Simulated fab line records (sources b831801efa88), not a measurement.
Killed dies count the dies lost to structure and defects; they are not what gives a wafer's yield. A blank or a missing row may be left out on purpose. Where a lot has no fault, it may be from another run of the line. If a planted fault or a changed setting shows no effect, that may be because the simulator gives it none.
Problem report in the 8D (eight disciplines) form, filled by code    flow gf180mcu    the parts of the form that need people (team, actions taken, sign-off) are left out

1. WHAT WENT WRONG
At GF_DNWELL_IMPLANT_07, doseIonsCm2 averages 1.041e+13 over 6 wafers from 2 lots, while fault-free wafers read 9.998e+12, standard deviation 9.8e+09. Relative to the usual mean, that is a shift of +42 standard deviations.
First observed at day 6 23:16: wafer L569.2, on implanter-04. Wafers with a number at this step in the record: 42, from 14 lots. Rule for "out" (also "out of limits"): further than 4 standard deviations from the usual mean. Any other wafer with a number is counted as sound.

2. WHAT THIS IS AND IS NOT
question                     is                      is not
which readings at this step  doseIonsCm2             -
which lots                   L569, L570              L551, L552, L553, L554, L555, L557, L558, L559, L562, L567, L572, L573
which wafers of those lots   all that have a number  -
read on which tools          implanter-04            implanter-01, implanter-02
when                         from day 6 23:16        up to then (30 sound wafers); but 6 sound wafers of L572, L573 came after

3. THE SUSPECTS, EACH WITH WHAT RULES IT OUT
Counting: a tool at any process step up to the reading remains a suspect when it ran all the lots that are out and ran no sound lot after the first of those.
- implanter-04 at GF_DNWELL_IMPLANT_07: kept. It ran every lot that is out, first L569 (day 6 23:16), and no sound lot after that; its last sound lot up to then is L554 (day 3 16:47). Out on those wafers are its own readings of doseIonsCm2.
Remaining after the count: implanter-04 at GF_DNWELL_IMPLANT_07.

4. THE CAUSE (what the simulator had put in)
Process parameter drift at GF_DNWELL_IMPLANT_07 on implanter-04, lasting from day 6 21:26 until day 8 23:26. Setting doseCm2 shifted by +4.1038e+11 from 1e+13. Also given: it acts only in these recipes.
Only this tool survived the counting.

5. THE EFFECT CHAIN, in route order
One row per reading whose mean, taken over the struck wafers that have a number, lies over 3 standard deviations from the usual. Readings are gone through only where the record gives a usual standard deviation; hours: the median, over the lots, of the time from a lot's start at the first step in this table giving one to that lot's start at this step; sigmas: the change measured in usual standard deviations.
hours  step                  reading      usual      on struck wafers  change      sigmas
0      GF_DNWELL_IMPLANT_07  doseIonsCm2  9.998e+12  1.041e+13         +4.117e+11  +42
The process steps in it:
- GF_DNWELL_IMPLANT_07
Later steps that measure or inspect, where all struck wafers having a row at the step show a number for every such reading and not one has moved that far: GF_V2_THK_MEAS_03.

6. HOW IT WOULD HAVE BEEN CAUGHT EARLIER
The fault began at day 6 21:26; the first out-of-limits reading in this record came at day 6 23:16, 2 hours later.
